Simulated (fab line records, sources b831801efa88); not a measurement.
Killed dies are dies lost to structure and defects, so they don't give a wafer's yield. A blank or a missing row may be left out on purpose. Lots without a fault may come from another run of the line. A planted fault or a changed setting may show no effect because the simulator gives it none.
Which tool did it? | flow gf180mcu | 11 lots, 33 wafers sampled, at 5 steps of a route of 602

WHAT THE GAUGES READ, wafer by wafer
GF_V4_THK_MEAS_01.
lot  | measured     | on            | V4_CVD_00_THK (nm)
L356 | day 23 09:49 | film_metro-03 | 612 600 617
L358 | day 24 07:47 | film_metro-01 | 613 614 609
L359 | day 24 16:07 | film_metro-04 | 619 608 605
L360 | day 25 07:26 | film_metro-01 | 607 594 609
L361 | day 25 11:17 | film_metro-04 | 600 615 599
L363 | day 26 04:00 | film_metro-04 | 611 607 607
L364 | day 26 13:11 | film_metro-01 | 601 591 603
L365 | day 26 17:44 | film_metro-01 | 608 607 606
L373 | day 29 10:08 | film_metro-01 | 610 601 605
L377 | day 30 10:56 | film_metro-01 | 602 604 604
L378 | day 30 13:58 | film_metro-03 | 596 596 602

WHICH TOOL RAN EACH LOT (tool, then ch and the chambers of the sampled wafers, then the start)
lot  | GF_V3_CVD_23                  | GF_V3_CMP_26                  | GF_M4_METAL_ETCH_16               | GF_M4_STRIP_17
L356 | cvd_w-02 ch 0,1, day 22 08:54 | cmp-01 ch 0,2,3, day 22 09:17 | rie_metal-02 ch 0, day 23 08:53   | plasma_asher-03 ch 0,1, day 23 09:06
L358 | cvd_w-02 ch 0,1, day 23 07:45 | cmp-02 ch 1,2,3, day 23 08:06 | rie_metal-02 ch 0, day 24 07:02   | plasma_asher-01 ch 0,1, day 24 07:10
L359 | cvd_w-01 ch 0,1, day 23 15:55 | cmp-02 ch 1,2, day 23 16:15   | rie_metal-02 ch 0,1, day 24 15:02 | plasma_asher-02 ch 0,1, day 24 15:10
L360 | cvd_w-01 ch 0,1, day 24 07:06 | cmp-01 ch 0,2,3, day 24 07:27 | rie_metal-03 ch 0, day 25 06:35   | plasma_asher-02 ch 0,1, day 25 06:43
L361 | cvd_w-02 ch 0,1, day 24 11:45 | cmp-02 ch 0,1,2, day 24 12:09 | rie_metal-02 ch 0,1, day 25 10:28 | plasma_asher-03 ch 0,1, day 25 10:36
L363 | cvd_w-01 ch 0,1, day 25 05:12 | cmp-02 ch 0,1,2, day 25 05:36 | rie_metal-03 ch 0,1, day 26 02:50 | plasma_asher-02 ch 0, day 26 02:58
L364 | cvd_w-02 ch 0,1, day 25 14:14 | cmp-01 ch 0,1,3, day 25 14:31 | rie_metal-03 ch 0,1, day 26 12:17 | plasma_asher-02 ch 0,1, day 26 12:25
L365 | cvd_w-02 ch 0,1, day 25 19:16 | cmp-01 ch 1,2,3, day 25 19:31 | rie_metal-01 ch 0,1, day 26 16:58 | plasma_asher-02 ch 0,1, day 26 17:05
L373 | cvd_w-02 ch 0,1, day 28 11:43 | cmp-01 ch 1,2, day 28 12:08   | rie_metal-02 ch 0,1, day 29 08:58 | plasma_asher-03 ch 0,1, day 29 09:05
L377 | cvd_w-02 ch 0,1, day 29 14:19 | cmp-02 ch 1,2, day 29 14:37   | rie_metal-01 ch 0,1, day 30 10:13 | plasma_asher-02 ch 0,1, day 30 10:20
L378 | cvd_w-01 ch 0,1, day 29 18:08 | cmp-02 ch 2,3, day 29 18:26   | rie_metal-01 ch 0, day 30 13:13   | plasma_asher-01 ch 0,1, day 30 13:20
- GF_V3_CVD_23: deposits W, target thk 350 nm, time 104.9 s.
- GF_V3_CMP_26: polishes, stops on SiO2, t overpolish 15 s, target thk 0 nm.
- GF_M4_METAL_ETCH_16: etches the open film in Cl2/BCl3, stops on SiO2, target depth 750.8 nm, time 125.1 s.
- GF_M4_STRIP_17: strips in O2/N2.

THE ANSWER, worked out from the rows above alone
Rule: what is usual is taken from the lots themselves. Put in order of their means at a reading, lots are off if they are a third of the lots or fewer, leave a main group of 4 or more, and stand apart from it by a gap of 3 or more times the standard deviation of the main group's means; of several such gaps the widest counts. A main group whose means are all the same, to the digits that the tables above print for the reading, isn't used. A lot without any number at a reading at which 4 lots or more have one is off too. The other lots that the step has rows for count as sound.
No lot is off at any reading shown: from this, nothing can be told.

WHAT THE SIMULATOR HAD PUT IN
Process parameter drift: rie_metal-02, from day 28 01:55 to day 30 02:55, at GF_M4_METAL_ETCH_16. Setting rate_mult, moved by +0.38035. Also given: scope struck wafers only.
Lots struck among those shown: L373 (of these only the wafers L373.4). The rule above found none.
